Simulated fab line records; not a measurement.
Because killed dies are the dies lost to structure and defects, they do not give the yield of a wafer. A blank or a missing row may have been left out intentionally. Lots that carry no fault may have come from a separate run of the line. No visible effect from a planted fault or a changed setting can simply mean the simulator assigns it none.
Split-lot study + flow sfq line + on a route of 325 steps: 5 lots, 23 wafers read

## ON THE SPLIT
At SFQ_TRILAYER_M7_DEP_SPUTTER_175 (material Nb, target thk 200 nm, time 133.3 s), the setting power w was moved away from the recipe's 2000 W on 6 of the 23 wafers read, by -9.1% to +12.0%. The other wafers ran this setting at the recipe's value.

## FROM THE SPLIT TO THE READING: what the file shows between them, 5 steps
- SFQ_M7_RS_MEAS_943: measures by four-point-probe
- SFQ_TRILAYER_M7_LITHO_EXPOSE_178: exposes mask M7, target cd 500 nm (also split here: dose mj)
- SFQ_TRILAYER_M7_LITHO_PEB_180: peb time 61.88 s
- SFQ_TRILAYER_M7_LITHO_DEVELOP_179: time 60 s
- SFQ_TRILAYER_M7_BARC_OPEN_METAL_ETCH_229: etches BARC in O2, target depth 125 nm, time 41.7 s

## THE READING
oes product au, in a.u., at SFQ_TRILAYER_M7_ETCH_METAL_ETCH_180 (etches Nb in Cl2/Ar, stops on SiO2, target depth 240 nm, time 120 s). Typical for fault-free wafers on this fab line: 0.893 a.u., with standard deviation 0.0078 a.u.

| wafer  | tool, chamber at the split | power w as run, W | against the recipe | oes product au, a.u. | against lot-mates on the recipe |
|--------|----------------------------|-------------------|--------------------|----------------------|---------------------------------|
| L074.1 | pvd sputter-04, -          | 2000              | recipe             | 0.895                | -                               |
| L074.2 | pvd sputter-04, -          | 2240              | +12.0%             | 0.959                | +0.060                          |
| L074.3 | pvd sputter-04, -          | 2000              | recipe             | 0.902                | -                               |
| L074.4 | pvd sputter-04, -          | 2240              | +12.0%             | 0.960                | +0.061                          |
| L074.5 | pvd sputter-04, -          | 2240              | +12.0%             | 0.955                | +0.056                          |
| L075.1 | pvd sputter-04, -          | 2000              | recipe             | 0.899                | -                               |
| L075.2 | pvd sputter-04, -          | 2000              | recipe             | 0.893                | -                               |
| L075.3 | pvd sputter-04, -          | 2000              | recipe             | 0.895                | -                               |
| L075.4 | pvd sputter-04, -          | 2000              | recipe             | 0.893                | -                               |
| L075.6 | pvd sputter-04, -          | 2000              | recipe             | 0.891                | -                               |
| L076.3 | pvd sputter-05, -          | 2000              | recipe             | 0.873                | -                               |
| L076.4 | pvd sputter-05, -          | 2000              | recipe             | 0.885                | -                               |
| L076.6 | pvd sputter-05, -          | 2000              | recipe             | 0.874                | -                               |
| L081.1 | pvd sputter-04, -          | 2000              | recipe             | 0.886                | -                               |
| L081.2 | pvd sputter-04, -          | 1818              | -9.1%              | 0.848                | -0.035                          |
| L081.3 | pvd sputter-04, -          | 2000              | recipe             | 0.881                | -                               |
| L081.4 | pvd sputter-04, -          | 1818              | -9.1%              | 0.837                | -0.046                          |
| L081.6 | pvd sputter-04, -          | 1818              | -9.1%              | 0.843                | -0.040                          |
| L084.1 | pvd sputter-06, -          | 2000              | recipe             | 0.897                | -                               |
| L084.2 | pvd sputter-06, -          | 2000              | recipe             | 0.893                | -                               |
| L084.3 | pvd sputter-06, -          | 2000              | recipe             | 0.908                | -                               |
| L084.4 | pvd sputter-06, -          | 2000              | recipe             | 0.898                | -                               |
| L084.5 | pvd sputter-06, -          | 2000              | recipe             | 0.900                | -                               |

THE FIT
A straight line over all 23 wafers: oes product au changes by +0.00547 a.u. for each +1% of power w; r = +0.96; the points scatter about the line by 0.0085 a.u.
The same after taking each lot's own level away (the mean of its wafers on the recipe; 23 wafers): +0.00478 a.u. for each +1%; r = +0.99; scatter 0.0043 a.u.
On that fit, the largest move of power w shifts the reading by 0.057 a.u.
Measured against the standard deviation above, the lots' own levels, which go from 0.8773 to 0.8992 a.u., span 2.8 times it.
So the slope is not independent of the lot-to-lot level: the two fits are not the same.
Check: for one of the wafers moved furthest among these (+12.0%), held out of the fit, the line's prediction against its lot-mates is +0.0572 a.u. Against them it came out at +0.0605 a.u.

## OTHER SPLITS ON THESE WAFERS
Other splits were also applied to these wafers ahead of the reading. Each is held against what the fit with the lots' levels taken away leaves over:
| other split on the same wafers                        | wafers away from the commonest value | r with oes product au (lot level and that fit taken away) |
|-------------------------------------------------------|--------------------------------------|-----------------------------------------------------------|
| SFQ_TRILAYER_JJ_CE_BARC_OPEN_RIE_150 pressure mtorr   | 10                                   | -0.12                                                     |
| SFQ_TRILAYER_M5_LITHO_EXPOSE_124 dose mj              | 11                                   | +0.32                                                     |
| SFQ_TRILAYER_M5_BARC_OPEN_METAL_ETCH_161 icp w        | 11                                   | -0.30                                                     |
| SFQ_TRILAYER_R5_LITHO_COAT_141 resist thk nm          | 10                                   | +0.11                                                     |
| SFQ_TRILAYER_R5_ETCH_METAL_ETCH_139 icp w             | 5                                    | -0.07                                                     |
| SFQ_TRILAYER_I5_LITHO_COAT_144 spin rpm               | 8                                    | -0.19                                                     |
| SFQ_TRILAYER_I5_BARC_OPEN_VIA_ETCH_200 pressure mtorr | 15                                   | -0.01                                                     |
| SFQ_TRILAYER_C5_LITHO_PEB_154 peb temp c              | 4                                    | +0.03                                                     |
| SFQ_TRILAYER_I6_VIA_LITHO_COAT_169 resist thk nm      | 9                                    | -0.24                                                     |
| SFQ_TRILAYER_I6_VIA_BARC_OPEN_VIA_ETCH_235 time s     | 11                                   | +0.29                                                     |
| SFQ_TRILAYER_M7_LITHO_EXPOSE_178 dose mj              | 5                                    | -0.03                                                     |

## THE WHOLE CHAIN: every reading that the file lists as answering this split, in the file's order
| step                                | what it does                                                        | reading                                                                                   | change (the file's fit)                   | r (the file's) |
|-------------------------------------|---------------------------------------------------------------------|-------------------------------------------------------------------------------------------|-------------------------------------------|----------------|
| SFQ_TRILAYER_M7_DEP_SPUTTER_175     | material Nb, target thk 200 nm, time 133.3 s                        | Nb_of_TRILAYER_M7_DEP_SPUTTER_175.thk nm (the simulator's own value, which no gauge read) | +1.99 nm for each +1% of the setting      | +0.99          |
| SFQ_M7_RS_MEAS_943                  | measures by four-point-probe                                        | M7_NB_RS                                                                                  | -0.00857 for each +1% of the setting      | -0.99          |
| SFQ_TRILAYER_M7_ETCH_METAL_ETCH_180 | etches Nb in Cl2/Ar, stops on SiO2, target depth 240 nm, time 120 s | oes product au                                                                            | +0.00478 a.u. for each +1% of the setting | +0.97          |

## THE FILE'S OWN FIT
oes product au changes by +0.00478 a.u. for each +1% of power w, r = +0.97.
